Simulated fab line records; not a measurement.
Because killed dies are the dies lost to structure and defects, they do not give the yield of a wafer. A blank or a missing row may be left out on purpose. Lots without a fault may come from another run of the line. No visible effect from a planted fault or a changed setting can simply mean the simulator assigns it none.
Which of the tools did it?	flow gf180mcu	36 wafers from 12 lots sampled at 6 of the route's 602 steps

WHAT THE GAUGES SHOWED, per wafer
GF_STI_BOW_MEAS_00. Usual: for INCOMING_BOW the level is 0 um and the standard deviation is 6.6.
lot	measured	on	INCOMING_BOW (um)	flag
L402	day 1 10:00	film-metro-04	-4 2 -13	
L403	day 1 15:01	film-metro-01	-7 -3 3	
L404	day 1 20:02	film-metro-04	10 -4 4	
L405	day 2 01:00	film-metro-04	-3 9 -12	
L406	day 2 06:00	film-metro-04	-9 0 12	
L410	day 3 02:00	film-metro-04	-6 -5 -8	
L411	day 3 07:00	film-metro-01	1 -2 13	
L412	day 3 12:00	film-metro-04	-7 0 -6	
L416	day 4 08:00	film-metro-03	-4 5 0	
L417	day 4 13:02	film-metro-04	2 8 2	
L418	day 4 18:01	film-metro-01	-9 4 7	
L425	day 6 05:04	film-metro-04	-7 -1 7	

GF_PSD_TW_MEAS_11. Usual: for PSD_TW the level is 3195 and the standard deviation is 28.
lot	measured	on	PSD_TW	flag
L402	day 15 00:42	film-metro-04	3150 3169 3166	
L403	day 15 07:13	film-metro-02	3205 3200 3200	
L404	day 15 16:04	film-metro-04	3165 3150 3150	
L405	day 15 16:41	film-metro-02	3201 3210 3201	
L406	day 15 19:17	film-metro-02	3192 3205 3209	
L410	day 17 00:08	film-metro-02	3245 3221 3209	
L411	day 17 09:13	film-metro-04	3570 3566 3573	OFF
L412	day 17 17:58	film-metro-02	3622 3617 3613	OFF
L416	day 18 21:51	film-metro-01	3236 3209 3209	
L417	day 19 08:23	film-metro-01	3635 3621 3654	OFF
L418	day 19 19:00	film-metro-02	3217 3188 3207	
L425	day 21 23:19	film-metro-02	3218 3210 3211	

GF_PSD_RS_MEAS_15: measures by four-point-probe. Usual: for PSD_RS the level is 108.18 ohm/sq and the standard deviation is 0.25.
lot	measured	on	PSD_RS (ohm/sq)	flag
L402	day 15 01:01	film-metro-02	107.85 107.95 108.17	
L403	day 15 07:32	film-metro-01	107.96 108.33 108.19	
L404	day 15 16:24	film-metro-02	108.63 108.63 108.47	
L405	day 15 17:01	film-metro-01	108.61 107.96 108.14	
L406	day 15 19:37	film-metro-04	108.25 108.07 107.99	
L410	day 17 00:32	film-metro-04	108.12 107.88 108.10	
L411	day 17 09:46	film-metro-04	97.55 97.37 97.46	OFF
L412	day 17 18:22	film-metro-04	97.55 97.55 97.42	OFF
L416	day 18 22:13	film-metro-02	107.99 108.23 108.09	
L417	day 19 08:43	film-metro-02	97.63 97.78 97.81	OFF
L418	day 19 19:29	film-metro-01	107.79 108.49 108.17	
L425	day 21 23:40	film-metro-01	108.26 108.58 108.42	

GF_V1_BOW_MEAS_05. Usual: for V1_BOW the level is 83 um and the standard deviation is 8.2.
lot	measured	on	V1_BOW (um)	flag
L402	day 17 23:02	film-metro-04	87 92 77	
L403	day 18 07:02	film-metro-04	75 79 88	
L404	day 18 16:50	film-metro-04	89 75 84	
L405	day 18 17:19	film-metro-01	75 87 68	
L406	day 18 21:29	film-metro-03	73 82 95	
L410	day 20 06:13	film-metro-03	70 73 71	
L411	day 20 14:27	film-metro-03	80 77 92	
L412	day 20 23:51	film-metro-04	74 80 75	
L416	day 22 03:22	film-metro-04	84 92 87	
L417	day 22 17:20	film-metro-03	83 89 84	
L418	day 22 23:45	film-metro-01	70 84 86	
L425	day 24 23:55	film-metro-01	79 88 95	

TOOL THAT RAN EACH LOT (tool first, then ch and the chambers of the sampled wafers, then the start)
lot	GF_PSD_IMPLANT_09	GF_PSD_STRIP_10
L402	implanter-02 ch 0, day 15 00:27	plasma-asher-03 ch 0,1, day 15 00:36
L403	implanter-02 ch 0, day 15 06:58	plasma-asher-04 ch 0,1, day 15 07:06
L404	implanter-01 ch 0, day 15 15:51	plasma-asher-04 ch 0,1, day 15 15:59
L405	implanter-02 ch 0, day 15 16:26	plasma-asher-02 ch 0,1, day 15 16:35
L406	implanter-04 ch 0, day 15 19:02	plasma-asher-04 ch 0,1, day 15 19:11
L410	implanter-01 ch 0, day 16 23:53	plasma-asher-03 ch 0,1, day 17 00:02
L411	implanter-01 ch 0, day 17 08:38	plasma-asher-02 ch 0,1, day 17 09:07
L412	implanter-01 ch 0, day 17 17:24	plasma-asher-04 ch 0,1, day 17 17:52
L416	implanter-01 ch 0, day 18 21:36	plasma-asher-03 ch 0,1, day 18 21:45
L417	implanter-02 ch 0, day 19 07:51	plasma-asher-03 ch 0,1, day 19 08:18
L418	implanter-01 ch 0, day 19 18:46	plasma-asher-02 ch 0,1, day 19 18:53
L425	implanter-02 ch 0, day 21 23:07	plasma-asher-04 ch 0,1, day 21 23:14
- GF_PSD_IMPLANT_09
- GF_PSD_STRIP_10: strips in O2/N2.

WHAT THE TOOLS THEMSELVES READ (means of the sampled wafers that have a number; where no wafer has one, the mark that the record gives instead)
GF_PSD_STRIP_10. Usual: drypump-motor-current-A 5.8 A, standard deviation 0.44; heater-power-w 331 W, standard deviation 42; oes-product-au 0.592 a.u., standard deviation 0.004; strip-time-to-endpoint-s 16.55 s, standard deviation 0.041.
lot	tool	drypump-motor-current-A (A)	heater-power-w (W)	oes-product-au (a.u.)	strip-time-to-endpoint-s (s)	flag
L402	plasma-asher-03	6.3	299	0.594	16.59	
L403	plasma-asher-04	6.0	338	0.591	16.55	
L404	plasma-asher-04	6.0	334	0.593	16.55	
L405	plasma-asher-02	5.4	322	0.592	16.49	
L406	plasma-asher-04	5.8	375	0.590	16.52	
L410	plasma-asher-03	6.3	295	0.593	16.52	
L411	plasma-asher-02	5.4	314	0.549	18.97	OFF
L412	plasma-asher-04	6.0	339	0.546	18.96	OFF
L416	plasma-asher-03	6.3	297	0.589	16.54	
L417	plasma-asher-03	6.4	296	0.550	18.86	OFF
L418	plasma-asher-02	5.4	311	0.590	16.54	
L425	plasma-asher-04	5.8	369	0.592	16.53	

THE ANSWER, worked out from the rows above alone
Rule: take the mean of a lot's wafers that have a number; if it is more than 3 standard deviations from the usual mean, the lot is off. Also off: a lot with no number at a reading for which 4 or more lots have one. Where the step has rows for the other lots, those lots are counted as sound. After the gauges, taken in route order, come the tools' own readings; for these a lot's mean is taken, as printed above. The first step at which some lot is off is used, and at that step the reading that is off furthest; a lot without a number counts as furthest.
Off: L411, L412, L417, at GF_PSD_TW_MEAS_11 (PSD_TW).
A tool fits if, at a process step before that reading, it ran every lot that is off, and no sound lot after the first of them. Not tried: the gauges at GF_PSD_TW_MEAS_11; whatever is off there is also off at GF_PSD_STRIP_10, on other tools, and gauge error can't account for it. Not one of the candidates tried fits.

WHAT THE SIMULATOR HAD PUT IN
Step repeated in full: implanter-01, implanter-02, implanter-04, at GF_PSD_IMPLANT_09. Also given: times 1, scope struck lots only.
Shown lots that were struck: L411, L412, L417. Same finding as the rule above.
